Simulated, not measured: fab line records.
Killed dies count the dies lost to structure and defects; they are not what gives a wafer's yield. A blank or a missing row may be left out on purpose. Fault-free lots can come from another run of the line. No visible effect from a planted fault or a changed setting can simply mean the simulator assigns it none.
Problem report in the 8D (eight disciplines) form, filled by code ; flow gf180mcu ; the parts of the form that need people (team, actions taken, sign-off) are left out

== 1. THE PROBLEM ==
Across 6 wafers from 2 lots, NWELL_RS at GF_VT_IMPLANT_RS_MEAS_47 averages 467.2 ohm/sq, while fault-free wafers read 488.2 ohm/sq with a standard deviation of 1.3. That puts it -16 standard deviations away from the usual mean.
The step: measures by four-point-probe.
First seen on wafer L237.1, day 12 14:35, on film-metro-01. The record has a number at this step for 36 wafers belonging to 12 lots. The rule behind "out" and "out of limits": a value lying over 4 standard deviations away from the usual mean. All remaining wafers that have a number are taken as sound.

== 2. WHAT IT IS; WHAT IT IS NOT ==
question;is;is not
which readings at this step;NWELL_RS;-
which lots;L237, L238;L219, L220, L221, L222, L226, L227, L229, L230, L231, L242
which wafers of those lots;all that have a number;-
read on which gauges;film-metro-01, film-metro-02;film-metro-03
when;from day 12 14:35;"up to then (27 sound wafers); but 3 sound wafers of L242 came after"

== 3. WHAT RULES OUT EACH SUSPECT ==
Counting: any tool at a process step up to the reading is kept as a suspect provided that every lot that is out went through it and no sound lot did after the first of them.
- ruled out: the gauge at GF_VT_IMPLANT_RS_MEAS_47. Those wafers that are out were read across 2 gauges (film-metro-01, film-metro-02).
- implanter-02 at GF_NWELL_IMPLANT_09: kept. All lots that are out passed through it, beginning with L237 at day 7 11:34, and no sound lot followed; its final sound lot before that point was L231 at day 6 02:58. On those wafers its own readings are out: dose-ions-cm2, faraday-current-uA.
- plasma-asher-03 at GF_VT_IMPLANT_STRIP_31 (strips in O2/N2): kept. All lots that are out passed through it, beginning with L237 at day 11 19:08, and no sound lot followed; its final sound lot before that point was L227 at day 9 06:11.
The count leaves plasma-asher-03 at GF_VT_IMPLANT_STRIP_31 and implanter-02 at GF_NWELL_IMPLANT_09.

== 4. THE CAUSE (what the simulator had put in) ==
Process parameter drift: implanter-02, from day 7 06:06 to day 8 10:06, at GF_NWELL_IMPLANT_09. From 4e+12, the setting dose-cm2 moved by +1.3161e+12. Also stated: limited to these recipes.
After counting, 2 suspects remain, this tool included.

== 5. THE CHAIN OF EFFECTS, in route order ==
Each row: a reading where the mean over the struck wafers with a number is more than 3 standard deviations away from the usual. Readings are gone through only where the record gives a usual standard deviation; hours: the median, over the lots, of the time from a lot's start at the first step in this table giving one to that lot's start at this step; sigmas: the change measured in usual standard deviations.
hours;step;reading;usual;on struck wafers;change;sigmas
0;GF_NWELL_IMPLANT_09;dose-ions-cm2;4e+12;5e+12;+1e+12;+99 or more
0;GF_NWELL_IMPLANT_09;faraday-current-uA;22.6;30.3;+7.7;+17
128;GF_VT_IMPLANT_RS_MEAS_47;NWELL_RS;488.2 ohm/sq;467.2;-21.0;-16
The process steps in it:
- GF_NWELL_IMPLANT_09

== 6. WHAT WOULD HAVE CAUGHT IT SOONER ==
In this record the first reading out of limits at a measuring or inspecting step was taken at day 12 14:35, 128 hours after the fault began at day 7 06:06.
Tool's own readings at GF_NWELL_IMPLANT_09, dose-ions-cm2, faraday-current-uA: out on all struck wafers the step has rows for; an alarm limit on them would have tripped on the first.
By day 12 14:35 the whole set of lots that are out, 2 in number, had already begun GF_NWELL_IMPLANT_09 on implanter-02. Holding the tool at that point would not have protected any of them.
